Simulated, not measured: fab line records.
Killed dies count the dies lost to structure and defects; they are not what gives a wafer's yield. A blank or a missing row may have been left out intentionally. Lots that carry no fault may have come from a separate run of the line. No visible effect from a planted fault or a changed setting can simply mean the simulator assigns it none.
Problem report in the 8D (eight disciplines) form, filled by code    flow sky130    the parts of the form that need people (team, actions taken, sign-off) are left out

1. THE PROBLEM
Across 9 wafers from 3 lots, SONOS_ONO_OXIDATION_THK at SKY_SONOS_ONO_THK_MEAS_01 averages 2.92 nm, while fault-free wafers read 2.61 nm with a standard deviation of 0.057. That is +5.5 standard deviations from the usual mean.
Earliest sighting: wafer L185.2 on film metro-04 at day 16 18:46. The record has a number at this step for 33 wafers belonging to 11 lots. Rule for "out", or "out of limits": more than 4 standard deviations from the usual mean. Any other wafer with a number is counted as sound.

2. WHAT IT IS; WHAT IT IS NOT
question                     is                       is not
which readings at this step  SONOS_ONO_OXIDATION_THK  -
which lots                   L185, L187, L188         L176, L177, L180, L181, L183, L184, L189, L190
which wafers of those lots   all that have a number   -
read on which gauges         film metro-04            film metro-01, film metro-03
when                         from day 16 18:46        up to then (18 sound wafers); but 6 sound wafers of L189, L190 came after

3. WHAT RULES OUT EACH SUSPECT
Counting: a tool at a process step up to the reading stays a suspect if it ran every lot that is out and no sound lot after the first of them.
- the gauge at SKY_SONOS_ONO_THK_MEAS_01 has been ruled out. All the wafers that are out were read on film metro-04, but those of them that SKY_SONOS_ONO_OXIDATION_00 has rows for are out there too, on other tools.
- furnace-01 at SKY_SONOS_ONO_OXIDATION_00 (stabilise 600 s, purge 300 s, target thk 2.6 nm): kept. It ran every lot that is out, first L185 (day 16 17:25), and no sound lot after that; its last sound lot up to then is L184 (day 16 13:08). Its own spike tc lower C, tube center temp C, tube_center_temp_C_max readings are out on those wafers.
Left after counting: furnace-01 at SKY_SONOS_ONO_OXIDATION_00.

4. THE CAUSE (what the simulator had put in)
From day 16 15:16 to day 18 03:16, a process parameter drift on furnace-01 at SKY_SONOS_ONO_OXIDATION_00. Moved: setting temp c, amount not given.
Only this tool survived the counting.

5. THE CHAIN OF EFFECTS, in route order
Rows list readings where the struck wafers' mean (over those with a number) sits beyond 3 standard deviations from the usual. Only readings for which the record gives a usual standard deviation are gone through. hours: the time from each lot's start at the first step in this table that gives one to its start at this step, as a median over the lots. sigmas: the change in usual standard deviations.
hours  step                        reading                  usual    on struck wafers  change  sigmas
0      SKY_SONOS_ONO_OXIDATION_00  spike tc centre C        800.0 C  806.8             +6.8    +5.2
0      SKY_SONOS_ONO_OXIDATION_00  spike tc lower C         801.3 C  809.5             +8.2    +5.9
0      SKY_SONOS_ONO_OXIDATION_00  spike tc upper C         799.3 C  806.0             +6.7    +4.5
0      SKY_SONOS_ONO_OXIDATION_00  tube center temp C       800 C    808               +8      +99 or more
0      SKY_SONOS_ONO_OXIDATION_00  tube_center_temp_C_max   802.1    810.0             +7.9    +25
1      SKY_SONOS_ONO_THK_MEAS_01   SONOS_ONO_OXIDATION_THK  2.61 nm  2.92              +0.31   +5.5
Process steps it contains:
- SKY_SONOS_ONO_OXIDATION_00: stabilise 600 s, purge 300 s, target thk 2.6 nm.
Later measuring or inspecting steps at which every struck wafer that the step has a row for has a number for every such reading, and none has moved that far: SKY_LDD_LDN_OVL_MEAS_07, SKY_SD_P_TW_MEAS_11.

6. WHAT WOULD HAVE CAUGHT IT SOONER
The first out-of-limits reading at a measuring or inspecting step in this record came at day 16 18:46, 4 hours after the fault's start at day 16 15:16.
The tool's own readings at SKY_SONOS_ONO_OXIDATION_00 were out on every struck wafer that the step has a row for (spike tc lower C, tube center temp C, tube_center_temp_C_max): an alarm limit on them would have fired on the first of those.
Of the lots that are out (3), L187, L188 began SKY_SONOS_ONO_OXIDATION_00 on furnace-01 after day 16 18:46. A hold on the tool at that time would have spared those 2.
